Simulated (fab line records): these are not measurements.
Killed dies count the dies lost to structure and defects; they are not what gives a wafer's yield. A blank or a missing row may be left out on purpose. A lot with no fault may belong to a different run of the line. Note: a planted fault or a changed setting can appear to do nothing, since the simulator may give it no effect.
Which tool is to blame? | flow gf180mcu | 42 wafers from 14 lots sampled at 3 of the route's 602 steps

## WHAT THE GAUGES SHOWED, per wafer
GF_STI_BOW_MEAS_00.
lot  | measured    | on           | INCOMING_BOW (um)
L335 | day 1 10:00 | filmMetro-02 | -4 14 1
L336 | day 1 15:00 | filmMetro-01 | -7 -6 -7
L337 | day 1 20:00 | filmMetro-02 | 7 -7 -1
L338 | day 2 01:04 | filmMetro-02 | -4 4 1
L340 | day 2 11:00 | filmMetro-02 | 7 -5 12
L341 | day 2 16:02 | filmMetro-01 | 4 -2 -1
L343 | day 3 02:02 | filmMetro-02 | -1 -9 9
L345 | day 3 12:00 | filmMetro-04 | -7 0 1
L346 | day 3 17:00 | filmMetro-01 | 0 -1 -1
L350 | day 4 13:01 | filmMetro-01 | -11 13 -11
L354 | day 5 09:02 | filmMetro-01 | -4 -12 0
L356 | day 5 19:00 | filmMetro-01 | -5 -1 1
L357 | day 6 00:00 | filmMetro-04 | -1 -4 -12
L358 | day 6 05:00 | filmMetro-04 | 3 -3 2

GF_SAB_OVL_MEAS_10.
lot  | measured     | on         | SAB_OVL (nm)
L335 | day 15 01:29 | overlay-02 | 1.4 0.8 4.9
L336 | day 15 13:34 | overlay-01 | 3.4 2.6 3.9
L337 | day 15 18:08 | overlay-01 | 2.8 3.0 2.0
L338 | day 16 01:47 | overlay-01 | -0.1 -1.6 0.9
L340 | day 17 01:08 | overlay-02 | 0.5 -0.2 0.4
L341 | day 17 09:00 | overlay-01 | 0.6 2.9 3.0
L343 | day 18 04:41 | overlay-02 | 2.0 2.0 1.7
L345 | day 18 20:58 | overlay-01 | 0.9 0.0 1.8
L346 | day 19 03:55 | overlay-02 | -2.5 -2.6 -3.0
L350 | day 20 13:24 | overlay-02 | -0.2 -0.7 0.0
L354 | day 21 19:57 | overlay-01 | 0.2 -0.8 1.7
L356 | day 22 16:37 | overlay-02 | -0.2 -0.5 -0.2
L357 | day 22 22:34 | overlay-01 | 3.0 2.6 3.5
L358 | day 23 08:43 | overlay-02 | -1.1 -1.2 -2.0

## EACH LOT AND THE TOOL THAT RAN IT (in order: tool; ch and the chambers of the sampled wafers; start)
lot  | GF_VT_IMPLANT_SOFTBAKE_36
L335 | lithoTrack-01 ch 0, day 7 04:43
L336 | lithoTrack-03 ch 0, day 7 13:40
L337 | lithoTrack-01 ch 0, day 7 17:49
L338 | lithoTrack-03 ch 0, day 8 00:14
L340 | lithoTrack-03 ch 0, day 8 14:46
L341 | lithoTrack-01 ch 0, day 8 20:43
L343 | lithoTrack-01 ch 0, day 9 11:13
L345 | lithoTrack-01 ch 0, day 9 23:49
L346 | lithoTrack-03 ch 0, day 10 05:43
L350 | lithoTrack-03 ch 0, day 11 09:50
L354 | lithoTrack-01 ch 0, day 12 09:52
L356 | lithoTrack-04 ch 0, day 13 02:07
L357 | lithoTrack-01 ch 0, day 13 07:28
L358 | lithoTrack-04 ch 0, day 13 15:07
- GF_VT_IMPLANT_SOFTBAKE_36: time 60 s.

## WHAT THE TOOLS THEMSELVES READ (means of the sampled wafers that have a number; where no wafer has one, the mark that the record gives instead)
GF_VT_IMPLANT_SOFTBAKE_36.
lot  | tool          | heaterPowerTotalW (W) | runLengthS (s)
L335 | lithoTrack-01 | 56.56                 | 89.31
L336 | lithoTrack-03 | 56.61                 | 89.08
L337 | lithoTrack-01 | 56.60                 | 89.13
L338 | lithoTrack-03 | 56.57                 | 89.12
L340 | lithoTrack-03 | 56.57                 | 89.10
L341 | lithoTrack-01 | 56.60                 | 89.29
L343 | lithoTrack-01 | 58.37                 | 83.60
L345 | lithoTrack-01 | 58.38                 | 83.64
L346 | lithoTrack-03 | 56.60                 | 89.11
L350 | lithoTrack-03 | 56.63                 | 89.07
L354 | lithoTrack-01 | 56.63                 | 89.27
L356 | lithoTrack-04 | 56.59                 | 88.84
L357 | lithoTrack-01 | 56.59                 | 89.17
L358 | lithoTrack-04 | 56.57                 | 88.92

## THE ANSWER, worked out from the rows above alone
Rule: usual is defined by the lots themselves. The widest of any qualifying gaps counts: lots, ordered by their means at a reading, are off when they make up no more than a third of the lots, leave a main group of 4 or more, and stand apart from it by 3 or more times the standard deviation of that group's means. If all means in a main group match to the digits the tables above print for the reading, that group is not used. A lot without any number at a reading at which 4 lots or more have one is off too. All remaining lots with rows at the step are treated as sound. First the gauges in route order, then the tools' own readings, where a lot's mean is used as printed above. At the first step where some lot is off, the reading lying furthest off is the one used; lots without a number count as furthest.
Off, at GF_VT_IMPLANT_SOFTBAKE_36 on heaterPowerTotalW: L343, L345. Main group: mean 56.59 W, sd 0.022.
A tool fits if, at that step or a process step before it, it ran every lot that is off, and no sound lot after the first of them. None of those tried fits.

## WHAT WAS PUT IN BY THE SIMULATOR
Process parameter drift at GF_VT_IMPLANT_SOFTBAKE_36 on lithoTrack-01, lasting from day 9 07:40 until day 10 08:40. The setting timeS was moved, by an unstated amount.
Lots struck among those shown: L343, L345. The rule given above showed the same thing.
